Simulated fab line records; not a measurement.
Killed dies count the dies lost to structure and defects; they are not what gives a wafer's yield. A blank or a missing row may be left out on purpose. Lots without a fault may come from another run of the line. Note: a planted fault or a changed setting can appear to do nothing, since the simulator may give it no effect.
Struck lot and sound lot, side by side | flow sky130 | 14 out of 708 route steps
Sound: the wafers L246.2, L246.4, L246.5. Wafers L242.3, L242.5, L242.6 were the ones struck. At the end, the cause is stated.
Order at every step that has rows: each side's tool, ch and its chambers, its first start. Under that, the readings that differ: sound wafers | struck wafers | difference of the means | sigmas: that difference in standard deviations of wafers without a fault.
alike: a reading whose means differ by less than 2 such deviations, as well as words and numbers matching on both sides. not compared: withheld readings; readings where some wafer has no value; bounds like >300 that might hide an equal value; numbers whose values overlap and for which the record gives no deviation.
A row with sigmas, a row that says differs or no value, or rows on one side alone: a step with any of these is where the two part. Numbers that don't overlap but have no deviation are shown without sigmas and don't part them. Lack of a reading on every wafer of one side parts them only where that side has two or more wafers.

first, 4 steps without rows for these wafers: SKY_DNWELL_EXPOSE_04 (exposes mask DNM, target cd 3000 nm); SKY_DNWELL_PEB_05; SKY_DNWELL_DEVELOP_06 (develop time 60 s); SKY_DNWELL_IMPLANT_07.
SKY_DNWELL_STRIP_08: strips in O2/N2.
  sound on plasma asher-04 ch 0, day 7 21:40; struck on plasma asher-02 ch 0,1, day 6 20:51
  alike: drypump motor current A, oes product au, strip time to endpoint s
  not compared: rf hours counter h
SKY_DNWELL_TW_MEAS_09:
  sound on film metro-02 at day 7 21:47; struck on film metro-02 at day 6 20:56
  alike: DNWELL_TW
then, 6 steps without rows for these wafers: SKY_PWDE_DEHYDRATE_00 (time 60 s); SKY_PWDE_HMDS_01 (prime time 60 s); SKY_PWDE_COAT_02 (resist thk 3000 nm); SKY_PWDE_SOFTBAKE_03; SKY_PWDE_EXPOSE_04 (exposes mask PWDEM, target cd 840 nm); SKY_PWDE_PEB_05.
SKY_PWDE_DEVELOP_06: develop time 60 s.
  struck on litho track-01, day 7 16:00; sound on litho track-02 ch 0, day 8 18:00
  no value came back on the struck wafers for chill plate temp C (C), develop time s (s); on the sound wafers chill plate temp C (C) reads 23.04 22.94 23.13
SKY_PWDE_OVL_MEAS_07:
  sound on overlay-02 at day 8 18:14; struck on overlay-02 at day 7 16:14
  reading       | sound       | struck | difference                    | sigmas
  PWDE_OVL (nm) | 3.7 1.6 1.0 | - - -  | no value on the struck wafers |

WHERE THEY PART
First at SKY_PWDE_DEVELOP_06; last, within this record, at SKY_PWDE_OVL_MEAS_07.

WHY: what had been put in by the simulator
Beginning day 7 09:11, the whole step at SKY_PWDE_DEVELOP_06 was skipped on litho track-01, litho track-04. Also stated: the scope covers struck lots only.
